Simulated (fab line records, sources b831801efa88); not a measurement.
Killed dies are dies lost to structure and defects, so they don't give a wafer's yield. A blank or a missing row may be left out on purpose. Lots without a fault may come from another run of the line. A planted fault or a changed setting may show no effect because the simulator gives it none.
Chamber matching | flow sky130 | SKY_CONTACT_CMP_04 on cmp-02: 4 sister chambers
The step polishes SiO2. 14 wafers are shown with their chamber, then 7 later ones without.

WAFERS WITH THEIR CHAMBER
wafer  | chamber | motor_current_A (A) | time_to_endpoint_s (s) | slurry_filter_dp_kPa (kPa)
L704.2 | 3       | 11.3                | 80                     | 13.53
L704.3 | 1       | 12.8                | 79                     | 13.46
L704.6 | 3       | 11.8                | 77                     | 13.60
L706.2 | 2       | 11.4                | 88                     | 13.32
L706.4 | 0       | 12.7                | 77                     | 13.20
L706.6 | 0       | 12.2                | 78                     | 13.29
L708.2 | 2       | 11.6                | 85                     | 13.29
L708.3 | 1       | 12.0                | 84                     | 13.48
L708.6 | 3       | 11.2                | 80                     | 13.54
L714.2 | 0       | 12.3                | 84                     | 13.36
L714.3 | 3       | 10.7                | 79                     | 13.53
L714.6 | 1       | 12.7                | 85                     | 13.32
L720.2 | 0       | 11.5                | 88                     | 13.51
L720.3 | 2       | 11.2                | 90                     | 13.54

SIGNATURES (means of the wafers above)
reading              | chamber 0 | chamber 1 | chamber 2 | chamber 3 | scatter within a chamber
motor_current_A      | 12.175    | 12.500    | 11.400    | 11.250    | 0.426
time_to_endpoint_s   | 81.75     | 82.67     | 87.67     | 79.00     | 3.47
slurry_filter_dp_kPa | 13.3400   | 13.4200   | 13.3833   | 13.5500   | 0.104
Rule: a wafer's distance from a chamber is the root of the sum, over the readings, of the square of ((its reading less the chamber's mean) divided by the reading's scatter). The wafer belongs to the nearest chamber; if the next one is less than 2 further off, it can't be placed. The scatter: the root of (the sum of the squares of (reading less its chamber's mean) over the shown wafers, divided by (wafers less chambers)).

WAFERS WITHOUT THEIR CHAMBER
wafer  | motor_current_A (A) | time_to_endpoint_s (s) | slurry_filter_dp_kPa (kPa)
L720.5 | 13.6                | 91                     | 13.43
L721.2 | 10.7                | 89                     | 13.41
L721.3 | 11.3                | 87                     | 13.38
L721.6 | 11.6                | 96                     | 13.42
L725.1 | 11.3                | 85                     | 13.42
L725.5 | 12.5                | 91                     | 13.57
L725.6 | 11.1                | 89                     | 13.27

WHICH CHAMBER EACH WENT THROUGH
wafer  | from the rows above               | in truth
L720.5 | can't be placed: 1 or 0 or 2      | 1
L721.2 | can't be placed: 2 or 3           | 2
L721.3 | 2                                 | 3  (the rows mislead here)
L721.6 | can't be placed: 2 or 1 or 0      | 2
L725.1 | can't be placed: 2 or 3 or 0      | 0
L725.5 | can't be placed: 1 or 2 or 0 or 3 | 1
L725.6 | can't be placed: 2 or 0           | 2
Placed correctly: 0 of 7. Can't be placed from these rows: 6 (the true chamber is among the candidates in 6). Placed wrongly: 1.
